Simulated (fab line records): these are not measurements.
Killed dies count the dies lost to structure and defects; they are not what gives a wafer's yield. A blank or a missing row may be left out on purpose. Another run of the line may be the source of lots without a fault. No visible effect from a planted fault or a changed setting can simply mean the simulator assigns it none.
Which tool did it? -- flow gf180mcu -- 36 wafers from 12 lots sampled at 4 of the route's 602 steps

WHAT EACH GAUGE READ, for each wafer
GF_V4_RS_MEAS_24: the measuring method here is four-point-probe.
lot,measured,on,V4_W_RS (ohm/sq)
L075,day 25 05:43,filmMetro-04,0.327 0.325 0.331
L076,day 25 10:45,filmMetro-04,0.328 0.326 0.329
L079,day 26 04:10,filmMetro-02,0.324 0.325 0.321
L081,day 26 19:49,filmMetro-02,0.329 0.331 0.329
L083,day 27 17:26,filmMetro-02,0.325 0.331 0.327
L085,day 28 07:38,filmMetro-04,0.333 0.334 0.330
L087,day 29 00:37,filmMetro-01,0.331 0.333 0.330
L088,day 29 14:29,filmMetro-04,0.332 0.330 0.333
L090,day 30 03:37,filmMetro-01,0.325 0.330 0.326
L093,day 30 18:24,filmMetro-04,0.336 0.329 0.331
L094,day 30 23:05,filmMetro-04,0.324 0.325 0.326
L097,day 31 14:31,filmMetro-04,0.333 0.327 0.329

TOOL THAT RAN EACH LOT (tool first, then ch and the chambers of the sampled wafers, then the start)
lot,GF_V3_CMP_04,GF_M4_STRIP_17,GF_V4_CVD_23
L075,"cmp-02 ch 0,3, day 22 05:55","plasmaAsher-03 ch 0,1, day 24 05:04","cvdW-01 ch 0, day 25 05:31"
L076,"cmp-01 ch 0,1,2, day 22 10:54","plasmaAsher-03 ch 0,1, day 24 10:56","cvdW-02 ch 0,1, day 25 10:37"
L079,"cmp-02 ch 1,2, day 23 05:10","plasmaAsher-04 ch 0,1, day 25 04:22","cvdW-01 ch 0,1, day 26 04:03"
L081,"cmp-02 ch 0,1,2, day 23 22:49","plasmaAsher-03 ch 0,1, day 25 20:38","cvdW-02 ch 0,1, day 26 19:43"
L083,"cmp-02 ch 0,1, day 24 22:01","plasmaAsher-02 ch 0,1, day 26 18:52","cvdW-01 ch 0,1, day 27 17:18"
L085,"cmp-02 ch 0,1, day 25 12:23","plasmaAsher-03 ch 0,1, day 27 08:44","cvdW-01 ch 0,1, day 28 07:31"
L087,"cmp-02 ch 0,3, day 26 07:13","plasmaAsher-04 ch 0,1, day 28 02:19","cvdW-02 ch 0,1, day 29 00:31"
L088,"cmp-01 ch 0,1, day 26 21:59","plasmaAsher-02 ch 0,1, day 28 16:50","cvdW-02 ch 0,1, day 29 14:22"
L090,"cmp-01 ch 0,1,2, day 27 12:49","plasmaAsher-02 ch 0,1, day 29 06:02","cvdW-01 ch 0,1, day 30 03:29"
L093,"cmp-01 ch 1,2, day 28 06:13","plasmaAsher-03 ch 0,1, day 29 22:05","cvdW-01 ch 1, day 30 18:16"
L094,"cmp-01 ch 0,1,2, day 28 09:44","plasmaAsher-04 ch 1, day 30 02:41","cvdW-02 ch 0,1, day 30 22:58"
L097,"cmp-02 ch 0,3, day 29 04:02","plasmaAsher-02 ch 0,1, day 30 19:11","cvdW-01 ch 0,1, day 31 14:23"
- GF_V3_CMP_04: polishes SiO2.
- GF_M4_STRIP_17: strips in O2/N2.
- GF_V4_CVD_23: deposits W, target thk 350 nm, time 104.9 s.

THE ANSWER, worked out from the rows above alone
Rule: usual is defined by the lots themselves. The widest of any qualifying gaps counts: lots, ordered by their means at a reading, are off when they make up no more than a third of the lots, leave a main group of 4 or more, and stand apart from it by 3 or more times the standard deviation of that group's means. Not used: any main group whose means are identical at the precision the tables above print for the reading. Also off: a lot with no number at a reading for which 4 or more lots have one. Any other lot the step has rows for is counted as sound.
None of the lots is off at any reading shown; this tells nothing.

WHAT THE SIMULATOR PUT IN
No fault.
